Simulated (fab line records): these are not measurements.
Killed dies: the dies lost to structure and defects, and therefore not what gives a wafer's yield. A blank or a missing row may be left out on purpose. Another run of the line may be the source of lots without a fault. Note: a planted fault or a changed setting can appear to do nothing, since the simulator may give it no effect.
Which tool was responsible? -- flow sky130 -- 10 lots, 30 wafers sampled, at 6 steps of a route of 708

== WHAT THE GAUGES READ, wafer by wafer ==
The record lacks any reading of a measuring or inspecting step that a usual standard deviation could be used to judge.

== EACH LOT AND THE TOOL THAT RAN IT (in order: tool; ch and the chambers of the sampled wafers; start) ==
lot,SKY_LDD_HVP_STRIP_09,SKY_SPACER_ETCHBACK_02,SKY_POLY_CUT_ETCH_10,SKY_POLY_CUT_ETCH_11,SKY_POLY_CUT_STRIP_12,SKY_PAD_OPEN_PROBE_99
L660,"plasmaAsher-03 ch 0,1, day 21 12:00","rieDiel-02 ch 0,3, day 22 21:35","rieDiel-03 ch 0,2,3, day 24 04:10","rieDiel-03 ch 0,2,3, day 24 04:12","plasmaAsher-01 ch 0, day 24 04:14",-
L661,"plasmaAsher-02 ch 0,1, day 21 16:13","rieDiel-02 ch 0,2,3, day 23 00:59","rieDiel-03 ch 0,1,3, day 24 07:16","rieDiel-03 ch 0,1,3, day 24 07:18","plasmaAsher-03 ch 0,1, day 24 07:23",-
L662,"plasmaAsher-02 ch 0,1, day 22 06:23","rieDiel-01 ch 1,2,3, day 23 14:53","rieDiel-04 ch 0,2,3, day 24 20:50","rieDiel-04 ch 0,2,3, day 24 20:53","plasmaAsher-01 ch 0,1, day 24 20:55",-
L663,"plasmaAsher-02 ch 0,1, day 22 15:47","rieDiel-01 ch 1,2,3, day 24 00:00","rieDiel-04 ch 1,2,3, day 25 05:46","rieDiel-04 ch 1,2,3, day 25 05:49","plasmaAsher-03 ch 0,1, day 25 05:52",-
L665,"plasmaAsher-03 ch 0,1, day 23 20:15","rieDiel-01 ch 0,2,3, day 25 04:53","rieDiel-04 ch 2,3, day 26 10:25","rieDiel-04 ch 2,3, day 26 10:28","plasmaAsher-03 ch 1, day 26 10:31",-
L666,"plasmaAsher-02 ch 0,1, day 24 05:18","rieDiel-02 ch 1,3, day 25 13:57","rieDiel-03 ch 0,2, day 26 18:59","rieDiel-03 ch 0,2, day 26 19:02","plasmaAsher-03 ch 0,1, day 26 19:04",-
L667,"plasmaAsher-02 ch 0,1, day 24 11:39","rieDiel-01 ch 1,2,3, day 25 19:28","rieDiel-04 ch 1,2,3, day 27 00:52","rieDiel-04 ch 1,2,3, day 27 00:54","plasmaAsher-03 ch 0,1, day 27 00:56",-
L672,"plasmaAsher-02 ch 0,1, day 26 05:30","rieDiel-01 ch 0,1,2, day 27 14:37","rieDiel-04 ch 0,1,2, day 28 19:04","rieDiel-04 ch 0,1,2, day 28 19:07","plasmaAsher-02 ch 0,1, day 28 19:10","prober-02, day 48 23:26"
L673,"plasmaAsher-02 ch 0,1, day 26 10:26","rieDiel-01 ch 1,2, day 27 17:22","rieDiel-03 ch 0,1,3, day 28 21:49","rieDiel-03 ch 0,1,3, day 28 21:51","plasmaAsher-02 ch 0,1, day 28 21:56","prober-01, day 49 00:31"
L682,"plasmaAsher-02 ch 0,1, day 29 05:21","rieDiel-01 ch 1,3, day 30 12:28","rieDiel-04 ch 0,2,3, day 31 15:59","rieDiel-04 ch 0,2,3, day 31 16:02","plasmaAsher-03 ch 1, day 31 16:04","prober-02, day 50 15:56"
- SKY_LDD_HVP_STRIP_09: strips in O2/N2.
- SKY_SPACER_ETCHBACK_02: etches Si3N4 in CH3F/O2, stops on SiO2, time 46.7 s, target depth 45 nm.
- SKY_POLY_CUT_ETCH_10: etches BARC in N2/H2, stops on SiO2, time 45.9 s, target depth 60 nm.
- SKY_POLY_CUT_ETCH_11: etches Si3N4 in CF4/CH2F2/Ar, stops on poly-Si, time 42.5 s, target depth 60 nm.
- SKY_POLY_CUT_STRIP_12: strips in O2/N2.
- SKY_PAD_OPEN_PROBE_99

== WHAT THE TOOLS THEMSELVES READ (means of the sampled wafers that have a number; where no wafer has one, the mark that the record gives instead) ==
SKY_LDD_HVP_STRIP_09. Usual: drypumpMotorCurrentA 6.2 A, standard deviation 0.35; n2FlowSccm 299.9 sccm, standard deviation 0.81; oesProductAu 0.409 a.u., standard deviation 0.0043; stripTimeToEndpointS 4.145 s, standard deviation 0.016.
lot,tool,drypumpMotorCurrentA (A),n2FlowSccm (sccm),oesProductAu (a.u.),stripTimeToEndpointS (s),flag
L660,plasmaAsher-03,6.3,300.3,0.413,4.157,
L661,plasmaAsher-02,6.5,300.1,0.410,4.148,
L662,plasmaAsher-02,6.5,300.0,0.409,4.132,
L663,plasmaAsher-02,6.5,299.2,0.406,4.138,
L665,plasmaAsher-03,6.2,299.7,0.410,4.147,
L666,plasmaAsher-02,6.5,300.2,0.411,4.145,
L667,plasmaAsher-02,6.5,300.1,0.403,4.126,
L672,plasmaAsher-02,6.5,299.6,0.404,4.154,
L673,plasmaAsher-02,6.5,299.2,0.407,4.140,
L682,plasmaAsher-02,6.5,300.1,0.409,4.160,

SKY_SPACER_ETCHBACK_02. Usual: ch3fFlowSccm 39.98 sccm, standard deviation 0.12; drypumpMotorCurrentA 5.8 A, standard deviation 0.52; oesProductAu 0.856 a.u., standard deviation 0.007; throttleValvePct 10.562 %, standard deviation 0.0091.
lot,tool,ch3fFlowSccm (sccm),drypumpMotorCurrentA (A),oesProductAu (a.u.),throttleValvePct (%),flag
L660,rieDiel-02,39.87,5.6,0.849,10.566,
L661,rieDiel-02,39.99,5.5,0.862,10.565,
L662,rieDiel-01,40.05,6.0,0.848,10.551,
L663,rieDiel-01,39.99,6.1,0.847,10.563,
L665,rieDiel-01,40.01,5.6,0.854,10.561,
L666,rieDiel-02,39.97,5.8,0.858,10.561,
L667,rieDiel-01,39.99,6.0,0.855,10.561,
L672,rieDiel-01,39.90,5.8,0.862,10.571,
L673,rieDiel-01,39.95,6.3,0.863,10.554,
L682,rieDiel-01,40.06,5.8,0.851,10.556,

SKY_POLY_CUT_ETCH_10. Usual: drypumpMotorCurrentA 6.0 A, standard deviation 0.5; n2FlowSccm 100.0 sccm, standard deviation 0.33; oesProductAu 0.855 a.u., standard deviation 0.0045; throttleValvePct 13.225 %, standard deviation 0.0097.
lot,tool,drypumpMotorCurrentA (A),n2FlowSccm (sccm),oesProductAu (a.u.),throttleValvePct (%),flag
L660,rieDiel-03,6.0,100.0,0.854,13.223,
L661,rieDiel-03,5.7,100.0,0.856,13.226,
L662,rieDiel-04,6.2,100.0,0.855,13.227,
L663,rieDiel-04,6.3,99.8,0.855,13.226,
L665,rieDiel-04,6.4,100.2,0.855,13.229,
L666,rieDiel-03,6.1,99.9,0.859,13.214,
L667,rieDiel-04,6.3,99.9,0.855,13.217,
L672,rieDiel-04,6.1,100.0,0.864,13.231,
L673,rieDiel-03,5.7,100.2,0.856,13.220,
L682,rieDiel-04,6.2,100.0,0.854,13.230,

SKY_POLY_CUT_ETCH_11. Usual: drypumpMotorCurrentA 6.0 A, standard deviation 0.5; oesProductAu 0.830 a.u., standard deviation 0.0058; throttleValvePct 14.994 %, standard deviation 0.0088.
lot,tool,drypumpMotorCurrentA (A),oesProductAu (a.u.),throttleValvePct (%),flag
L660,rieDiel-03,5.9,0.827,14.987,
L661,rieDiel-03,5.7,0.827,14.998,
L662,rieDiel-04,6.2,0.837,14.996,
L663,rieDiel-04,6.3,0.829,14.997,
L665,rieDiel-04,6.4,0.833,15.001,
L666,rieDiel-03,6.1,0.835,15.002,
L667,rieDiel-04,6.4,0.828,14.996,
L672,rieDiel-04,6.1,0.830,15.000,
L673,rieDiel-03,5.7,0.826,14.998,
L682,rieDiel-04,6.2,0.823,14.982,

SKY_POLY_CUT_STRIP_12. Usual: drypumpMotorCurrentA 6.2 A, standard deviation 0.44; n2FlowSccm 299.9 sccm, standard deviation 0.9; oesProductAu 0.452 a.u., standard deviation 0.0048; stripTimeToEndpointS 5.358 s, standard deviation 0.016.
lot,tool,drypumpMotorCurrentA (A),n2FlowSccm (sccm),oesProductAu (a.u.),stripTimeToEndpointS (s),flag
L660,plasmaAsher-01,5.4,299.8,0.455,5.344,
L661,plasmaAsher-03,6.1,299.3,0.452,5.345,
L662,plasmaAsher-01,5.8,300.5,0.452,5.367,
L663,plasmaAsher-03,6.1,301.4,0.457,5.338,
L665,plasmaAsher-03,6.4,299.4,0.454,5.361,
L666,plasmaAsher-03,6.2,300.2,0.448,5.368,
L667,plasmaAsher-03,6.3,299.6,0.449,5.352,
L672,plasmaAsher-02,6.5,299.8,0.449,5.342,
L673,plasmaAsher-02,6.5,299.0,0.454,5.368,
L682,plasmaAsher-03,6.4,300.5,0.456,5.408,OFF

SKY_PAD_OPEN_PROBE_99. Usual: killed_at_M0_to_M3 42, standard deviation 6.9; killed_at_M4_up 3.2, standard deviation 1.7; killedAtContacts 23, standard deviation 5.5; killedAtFrontEnd 16, standard deviation 4; killedAtOther 0.4, standard deviation 0.55; killedDies 85, standard deviation 9.2; killedOpen 46, standard deviation 6.8; killedShort 38, standard deviation 6.2.
lot,tool,killed_at_M0_to_M3,killed_at_M4_up,killedAtContacts,killedAtFrontEnd,killedAtOther,killedDies,killedOpen,killedShort,flag
L672,prober-02,33,3.3,26,21,0.3,84,41,44,
L673,prober-01,36,4.3,24,14,0.3,79,44,35,
L682,prober-02,43,7.0,24,19,1.0,94,50,39,

== THE ANSWER, worked out from the rows above alone ==
Rule: a lot counts as off when the mean over its wafers that have a number is more than 3 standard deviations away from the usual mean. A lot without any number at a reading at which 4 lots or more have one is off too. Any other lot the step has rows for is counted as sound. The gauges are gone through in route order, then the tools' own readings, and for those a lot's mean is taken as printed above. At the first step where some lot is off, the reading lying furthest off is the one used; lots without a number count as furthest.
Off: L682 (SKY_POLY_CUT_STRIP_12, stripTimeToEndpointS).
A tool fits if, at that step or a process step before it, it ran every lot that is off, and no sound lot after the first of them. Can't be told from this: 4 tools fit, plasmaAsher-02 at SKY_LDD_HVP_STRIP_09, rieDiel-01 at SKY_SPACER_ETCHBACK_02, rieDiel-04 at SKY_POLY_CUT_ETCH_10 and SKY_POLY_CUT_ETCH_11, plasmaAsher-03 at SKY_POLY_CUT_STRIP_12.

== WHAT WAS PUT IN BY THE SIMULATOR ==
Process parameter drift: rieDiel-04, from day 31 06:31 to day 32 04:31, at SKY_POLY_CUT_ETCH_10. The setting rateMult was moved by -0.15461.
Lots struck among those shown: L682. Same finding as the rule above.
